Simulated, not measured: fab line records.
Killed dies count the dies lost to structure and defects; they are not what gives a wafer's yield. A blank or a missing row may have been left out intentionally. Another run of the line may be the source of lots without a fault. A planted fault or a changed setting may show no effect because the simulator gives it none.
Which tool is to blame? ; flow sky130 ; 72 wafers from 24 lots sampled at 5 of the route's 708 steps

## WHAT EACH GAUGE READ, for each wafer
SKY_VIA1_THK_MEAS_01. Usual: VIA1_HDPCVD_THK typically reads 1026 nm, with standard deviation 11.
lot;measured;on;VIA1_HDPCVD_THK (nm);flag
L074;day 33 00:32;film metro-04;999 1008 1008;
L075;day 33 11:05;film metro-03;1040 1031 1026;
L076;day 33 15:34;film metro-02;1053 1039 1042;
L077;day 34 01:50;film metro-03;1013 1018 1007;
L078;day 34 09:41;film metro-04;1016 1010 1030;
L079;day 34 12:45;film metro-03;1033 1024 1046;
L080;day 34 22:01;film metro-02;1031 1026 1022;
L081;day 35 06:12;film metro-03;1033 1016 1026;
L082;day 35 18:18;film metro-04;1032 1041 1024;
L083;day 36 00:08;film metro-03;1025 1031 1051;
L084;day 36 05:04;film metro-04;1038 1023 1039;
L085;day 36 13:11;film metro-03;1017 1012 1023;
L086;day 36 19:56;film metro-02;1026 1016 1023;
L087;day 37 03:52;film metro-02;1040 1028 1061;
L088;day 37 11:07;film metro-04;1033 1032 999;
L089;day 37 19:33;film metro-04;1029 1018 1030;
L090;day 38 00:57;film metro-02;1034 1015 1022;
L091;day 38 11:10;film metro-03;1029 1030 1028;
L092;day 38 17:02;film metro-04;1038 1018 1032;
L093;day 38 21:41;film metro-02;1006 1020 1014;
L094;day 39 06:09;film metro-02;1048 1007 1032;
L095;day 39 11:00;film metro-03;1025 1016 1023;
L096;day 39 17:37;film metro-03;1032 1028 1018;
L097;day 40 08:48;film metro-02;1030 1017 1030;

SKY_METAL2_RS_MEAS_05: measurement is done with a four-point probe. Usual: METAL2_ALCU_RS typically reads 0.1293 ohm/sq, with standard deviation 0.0022.
lot;measured;on;METAL2_ALCU_RS (ohm/sq);flag
L074;day 34 05:25;film metro-03;0.1289 0.1301 0.1294;
L075;day 34 15:42;film metro-04;0.1302 0.1287 0.1285;
L076;day 34 20:01;film metro-04;0.1330 0.1289 0.1335;
L077;day 35 06:32;film metro-01;0.1289 0.1286 0.1303;
L078;day 35 13:57;film metro-01;0.1320 0.1318 0.1305;
L079;day 35 17:19;film metro-01;0.1288 0.1305 0.1305;
L080;day 36 02:13;film metro-03;0.1290 0.1298 0.1310;
L081;day 36 10:51;film metro-03;0.1256 0.1258 0.1274;
L082;day 36 23:25;film metro-03;0.1323 0.1285 0.1298;
L083;day 37 04:29;film metro-01;0.1300 0.1263 0.1279;
L084;day 37 10:09;film metro-01;0.1280 0.1290 0.1286;
L085;day 37 17:25;film metro-01;0.1283 0.1304 0.1276;
L086;day 38 00:17;film metro-04;0.1282 0.1261 0.1295;
L087;day 38 07:40;film metro-04;0.1266 0.1273 0.1261;
L088;day 38 15:01;film metro-03;0.1258 0.1257 0.1269;
L089;day 38 23:20;film metro-01;0.1302 0.1320 0.1298;
L090;day 39 04:10;film metro-01;0.1311 0.1299 0.1305;
L091;day 39 14:53;film metro-01;0.1291 0.1313 0.1311;
L092;day 39 20:00;film metro-04;0.1284 0.1305 0.1309;
L093;day 40 00:37;film metro-01;0.1277 0.1301 0.1291;
L094;day 40 09:14;film metro-01;0.1288 0.1307 0.1313;
L095;day 40 14:17;film metro-01;0.1322 0.1309 0.1335;
L096;day 40 20:02;film metro-04;0.1243 0.1255 0.1247;
L097;day 41 10:25;film metro-01;0.1298 0.1296 0.1313;

## TOOL THAT RAN EACH LOT (tool first, then ch and the chambers of the sampled wafers, then the start)
lot;SKY_VIA1_CMP_02;SKY_VIA1_CVD_21;SKY_METAL2_SPUTTER_02
L074;cmp-01 ch 0,3, day 33 00:38;cvd w-02 ch 1, day 34 04:37;pvd sputter-03, day 34 05:19
L075;cmp-01 ch 1,2, day 33 11:11;cvd w-01 ch 0,1, day 34 14:59;pvd sputter-02, day 34 15:34
L076;cmp-01 ch 1,3, day 33 15:40;cvd w-02 ch 0,1, day 34 19:18;pvd sputter-03, day 34 19:55
L077;cmp-02 ch 0,1,2, day 34 01:53;cvd w-02 ch 0,1, day 35 05:49;pvd sputter-02, day 35 06:26
L078;cmp-02 ch 0,2,3, day 34 09:51;cvd w-02 ch 0,1, day 35 13:14;pvd sputter-02, day 35 13:51
L079;cmp-01 ch 0,1,3, day 34 12:48;cvd w-02 ch 0,1, day 35 16:35;pvd sputter-02, day 35 17:13
L080;cmp-01 ch 0,2, day 34 22:08;cvd w-02 ch 0,1, day 36 01:30;pvd sputter-02, day 36 02:07
L081;cmp-02 ch 0,1,3, day 35 06:16;cvd w-02 ch 0,1, day 36 10:08;pvd sputter-04, day 36 10:46
L082;cmp-01 ch 0,3, day 35 18:20;cvd w-02 ch 0,1, day 36 22:41;pvd sputter-03, day 36 23:17
L083;cmp-01 ch 0,2,3, day 36 00:11;cvd w-01 ch 0,1, day 37 03:46;pvd sputter-03, day 37 04:23
L084;cmp-01 ch 1,2,3, day 36 05:08;cvd w-01 ch 0,1, day 37 09:26;pvd sputter-03, day 37 10:04
L085;cmp-02 ch 0,3, day 36 13:14;cvd w-01 ch 0,1, day 37 16:41;pvd sputter-04, day 37 17:19
L086;cmp-01 ch 0,2,3, day 36 20:00;cvd w-01 ch 0,1, day 37 23:34;pvd sputter-03, day 38 00:11
L087;cmp-02 ch 0,1,3, day 37 04:01;cvd w-02 ch 0,1, day 38 06:56;pvd sputter-04, day 38 07:33
L088;cmp-01 ch 0,3, day 37 11:09;cvd w-01 ch 0,1, day 38 14:18;pvd sputter-04, day 38 14:53
L089;cmp-01 ch 1,2,3, day 37 19:41;cvd w-01 ch 0,1, day 38 22:36;pvd sputter-02, day 38 23:11
L090;cmp-01 ch 2,3, day 38 01:00;cvd w-01 ch 0,1, day 39 03:05;pvd sputter-03, day 39 04:03
L091;cmp-01 ch 2,3, day 38 11:21;cvd w-02 ch 0,1, day 39 14:09;pvd sputter-02, day 39 14:44
L092;cmp-01 ch 1,2, day 38 17:05;cvd w-01 ch 0,1, day 39 19:17;pvd sputter-03, day 39 19:55
L093;cmp-02 ch 1,2,3, day 38 21:44;cvd w-01 ch 0,1, day 39 23:53;pvd sputter-03, day 40 00:31
L094;cmp-01 ch 2,3, day 39 06:16;cvd w-01 ch 0,1, day 40 08:32;pvd sputter-02, day 40 09:09
L095;cmp-02 ch 0,1, day 39 11:04;cvd w-01 ch 0,1, day 40 13:35;pvd sputter-02, day 40 14:12
L096;cmp-02 ch 1,2,3, day 39 17:46;cvd w-02 ch 0,1, day 40 19:17;pvd sputter-04, day 40 19:53
L097;cmp-01 ch 0,1,2, day 40 08:51;cvd w-02 ch 0,1, day 41 09:40;pvd sputter-03, day 41 10:17
- SKY_VIA1_CMP_02: polishes SiO2.
- SKY_VIA1_CVD_21: deposits W, target thk 270 nm, time 80.902 s.
- SKY_METAL2_SPUTTER_02: material AlCu, target thk 250 nm, time 13.3 s.

## AS READ BY THE TOOLS THEMSELVES (means over the sampled wafers that have a number; for cases with no such wafer, the mark the record gives instead)
SKY_VIA1_CMP_02. Usual: motor current A at 11.7 A, with a standard deviation of 1.1.
lot;tool;motor current A (A);flag
L074;cmp-01;12.0;
L075;cmp-01;12.2;
L076;cmp-01;12.5;
L077;cmp-02;10.3;
L078;cmp-02;10.9;
L079;cmp-01;11.7;
L080;cmp-01;11.8;
L081;cmp-02;11.1;
L082;cmp-01;12.5;
L083;cmp-01;11.9;
L084;cmp-01;12.6;
L085;cmp-02;11.7;
L086;cmp-01;12.0;
L087;cmp-02;10.9;
L088;cmp-01;12.6;
L089;cmp-01;12.2;
L090;cmp-01;12.5;
L091;cmp-01;12.7;
L092;cmp-01;11.9;
L093;cmp-02;11.3;
L094;cmp-01;12.0;
L095;cmp-02;10.5;
L096;cmp-02;11.6;
L097;cmp-01;11.9;

SKY_VIA1_CVD_21. Usual: heater power w at 811 W, with a standard deviation of 59.
lot;tool;heater power w (W);flag
L074;cvd w-02;771;
L075;cvd w-01;857;
L076;cvd w-02;779;
L077;cvd w-02;766;
L078;cvd w-02;763;
L079;cvd w-02;743;
L080;cvd w-02;786;
L081;cvd w-02;753;
L082;cvd w-02;758;
L083;cvd w-01;869;
L084;cvd w-01;868;
L085;cvd w-01;859;
L086;cvd w-01;871;
L087;cvd w-02;775;
L088;cvd w-01;875;
L089;cvd w-01;888;
L090;cvd w-01;865;
L091;cvd w-02;720;
L092;cvd w-01;857;
L093;cvd w-01;856;
L094;cvd w-01;869;
L095;cvd w-01;872;
L096;cvd w-02;732;
L097;cvd w-02;730;

SKY_METAL2_SPUTTER_02. Usual: throttle valve pct at 30.0 %, with a standard deviation of 1.
lot;tool;throttle valve pct (%);flag
L074;pvd sputter-03;31.1;
L075;pvd sputter-02;28.9;
L076;pvd sputter-03;29.8;
L077;pvd sputter-02;28.8;
L078;pvd sputter-02;30.4;
L079;pvd sputter-02;28.9;
L080;pvd sputter-02;29.4;
L081;pvd sputter-04;30.4;
L082;pvd sputter-03;30.4;
L083;pvd sputter-03;30.4;
L084;pvd sputter-03;30.3;
L085;pvd sputter-04;29.8;
L086;pvd sputter-03;30.6;
L087;pvd sputter-04;30.6;
L088;pvd sputter-04;29.8;
L089;pvd sputter-02;29.1;
L090;pvd sputter-03;31.0;
L091;pvd sputter-02;29.5;
L092;pvd sputter-03;30.4;
L093;pvd sputter-03;30.5;
L094;pvd sputter-02;29.9;
L095;pvd sputter-02;30.0;
L096;pvd sputter-04;30.2;
L097;pvd sputter-03;30.4;

## THE ANSWER, worked out from the rows above alone
Rule: a lot is off if the mean of its wafers that have a number lies more than 3 standard deviations from the usual mean. A lot without any number at a reading at which 4 lots or more have one is off too. Where the step has rows for the other lots, those lots are counted as sound. The gauges are gone through in route order, then the tools' own readings, and for those a lot's mean is taken as printed above. The first step at which some lot is off is used, and at that step the reading that is off furthest; a lot without a number counts as furthest.
No lot is off at any reading shown: from this, nothing can be told.

## WHAT THE SIMULATOR HAD PUT IN
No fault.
